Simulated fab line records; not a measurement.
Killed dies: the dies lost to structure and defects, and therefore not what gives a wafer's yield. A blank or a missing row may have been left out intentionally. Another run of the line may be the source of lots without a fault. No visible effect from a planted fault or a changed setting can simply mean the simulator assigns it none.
Problem report in the 8D (eight disciplines) form, filled by code / flow sky130 / the parts of the form that need people (team, actions taken, sign-off) are left out

## 1. PROBLEM STATEMENT
killed-at-front-end at SKY_PAD_OPEN_PROBE_99 reads a mean of 223 on 6 wafers of 2 lots; wafers without a fault read 16 with a standard deviation of 5. That is +41 standard deviations from the usual mean.
The first sign was on wafer L229.3 at day 50 13:08, on prober-01. Wafers with a number at this step in the record: 31, from 12 lots. The rule behind "out" and "out of limits": a value lying over 4 standard deviations away from the usual mean. The other wafers with a number count as sound.

## 2. WHAT IT IS, WHAT IT ISN'T
question=which readings at this step; is=killed-at-front-end, killed-dies, killed-on-rim; is not=killed_at_M4_up, killed-at-contacts, killed-at-other
question=which lots; is=L229, L230; is not=L213, L214, L215, L216, L218, L219, L220, L221, L222, L226
question=which wafers of those lots; is=all that have a number; is not=-
question=read on which tools; is=prober-01, prober-02; is not=-
question=when; is=from day 50 13:08; is not=up to then (25 sound wafers)

## 3. WHAT RULES OUT EACH SUSPECT
Counting: a tool at a process step up to the reading stays a suspect if it ran every lot that is out and no sound lot after the first of them.
- furnace-02 at SKY_NWELL_OXIDATION_01 (stabilise 600 s, purge 300 s, target thk 10 nm): kept. All lots that are out passed through it, beginning with L229 at day 6 18:52, and no sound lot followed; its final sound lot before that point was L222 at day 5 05:13.
- rie-diel-03 at SKY_VIA1_ETCH_15 (etches SiO2 in C4F8/O2/Ar, stops on TiN, target depth 351 nm, time 54 s): kept. All lots that are out passed through it, beginning with L229 at day 40 04:13, and no sound lot followed; its final sound lot before that point was L221 at day 37 21:26.
What counting leaves: furnace-02 at SKY_NWELL_OXIDATION_01 and rie-diel-03 at SKY_VIA1_ETCH_15.

## 4. THE CAUSE (what the simulator had put in)
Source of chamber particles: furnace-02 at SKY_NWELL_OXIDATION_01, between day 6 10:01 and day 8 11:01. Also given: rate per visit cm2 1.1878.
Of the 2 suspects that counting leaves, this tool is one.

## 5. THE CHAIN OF EFFECTS, in route order
Each row: a reading whose mean over the struck wafers that have a number lies more than 3 standard deviations from the usual. Readings are gone through only where the record gives a usual standard deviation; hours: the median, over the lots, of the time from a lot's start at the first step in this table giving one to that lot's start at this step; sigmas: the change measured in usual standard deviations.
hours=0; step=SKY_PAD_OPEN_PROBE_99; reading=killed-at-front-end; usual=16; on struck wafers=223; change=+207; sigmas=+41
hours=0; step=SKY_PAD_OPEN_PROBE_99; reading=killed-dies; usual=88; on struck wafers=282; change=+194; sigmas=+22
hours=0; step=SKY_PAD_OPEN_PROBE_99; reading=killed-on-rim; usual=17; on struck wafers=51; change=+34; sigmas=+9.2
The process steps in it:
- SKY_PAD_OPEN_PROBE_99

## 6. WHAT WOULD HAVE CAUGHT IT SOONER
In this record the first reading out of limits was taken at day 50 13:08, 1059 hours after the fault began at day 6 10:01.
No tool reading at SKY_NWELL_OXIDATION_01 that has a usual standard deviation in the record was out on any struck wafer, so an alarm limit of 4 standard deviations on those readings would not have fired.
Lots out: 2; all had begun SKY_NWELL_OXIDATION_01 on furnace-02 by day 50 13:08. Tool hold at that time: it would have spared none of them.
